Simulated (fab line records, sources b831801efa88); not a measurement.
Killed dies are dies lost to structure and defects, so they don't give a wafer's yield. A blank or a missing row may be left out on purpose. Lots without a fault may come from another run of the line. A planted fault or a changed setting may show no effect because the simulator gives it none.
A struck lot beside a sound one | flow gf180mcu | 16 steps out of a route of 602
Sound: wafers L135.1, L135.5, L135.6. Struck: wafers L140.2, L140.4, L140.5. The cause comes at the end.
At each step with rows: each side's tool, then ch and its chambers, then its first start. Under that, the readings that differ: sound wafers | struck wafers | difference of the means | sigmas: that difference in standard deviations of wafers without a fault.
alike: readings whose means differ by less than 2 such deviations, and words and numbers that are the same on both sides. not compared: withheld readings, readings that some wafer has no value for, bounds like >300 that may hide the same value, and numbers for which the record gives no deviation and whose values overlap.
The two part at a step that has a row with sigmas, a row that says differs or no value, or rows on one side only. Numbers that don't overlap but have no deviation are shown without sigmas and don't part them. A reading that every wafer of one side lacks parts them only if that side has two wafers or more.

first, 1 step without rows for these wafers: GF_HV_LDD_IMPLANT_36.
GF_HV_LDD_STRIP_37: strips in O2/N2.
  sound on plasma_asher-04 ch 0,1, day 14 03:40; struck on plasma_asher-04 ch 0,1, day 15 16:55
  reading                      | sound             | struck            | difference | sigmas
  strip_time_to_endpoint_s (s) | 12.59 12.61 12.60 | 12.73 12.64 12.68 | +0.08      | +2
  alike: drypump_motor_current_A, heater_power_w, oes_product_au
  not compared: rf_hours_counter_h
GF_HV_LDD_TW_MEAS_38:
  sound on film_metro-02, day 14 03:46; struck on film_metro-01, day 15 17:01
  alike: HV_LDD_3_TW
then, 7 steps without rows for these wafers: GF_HV_LDD_DEHYDRATE_39 (time 60 s); GF_HV_LDD_HMDS_40 (prime time 60 s); GF_HV_LDD_COAT_41 (resist thk 1000 nm); GF_HV_LDD_SOFTBAKE_42 (time 60 s); GF_HV_LDD_EXPOSE_43 (exposes mask Pplus HV AREA, target cd 400 nm); GF_HV_LDD_PEB_44; GF_HV_LDD_DEVELOP_45 (develop time 60 s).
GF_HV_LDD_CD_MEAS_46: target cd 400 nm.
  sound on cd_sem-02, day 15 00:50; struck on cd_sem-02, day 16 14:13
  alike: cd_nm
GF_HV_LDD_OVL_MEAS_47:
  sound on overlay-01, day 15 00:58; struck on overlay-01, day 16 14:20
  alike: HV_LDD_03_OVL
GF_HV_LDD_IMPLANT_48:
  sound on implanter-03 ch 0, day 15 01:00; struck on implanter-03, day 16 14:23
  no value came back on the struck wafers for beam_energy_keV, beam_on_s (s); on the sound wafers beam_energy_keV reads 24.991 25.003 25.006
GF_HV_LDD_STRIP_49: strips in O2/N2.
  sound on plasma_asher-04 ch 0,1, day 15 01:09; struck on plasma_asher-01 ch 0,1, day 16 14:31
  alike: drypump_motor_current_A, heater_power_w, oes_product_au, strip_time_to_endpoint_s
  not compared: rf_hours_counter_h
GF_HV_LDD_TW_MEAS_50:
  sound on film_metro-01, day 15 01:15; struck on film_metro-03, day 16 14:37
  reading     | sound       | struck   | difference | sigmas
  HV_LDD_4_TW | 568 573 570 | 30 30 30 | -540       | -99 or more
then, 1 step without rows for these wafers: GF_HV_LDD_CLEAN_51 (cleans in SC1/SC2, time 150 s).

WHERE THEY PART
First at GF_HV_LDD_STRIP_37; last, within this record, at GF_HV_LDD_TW_MEAS_50.

WHY: what the simulator had put in
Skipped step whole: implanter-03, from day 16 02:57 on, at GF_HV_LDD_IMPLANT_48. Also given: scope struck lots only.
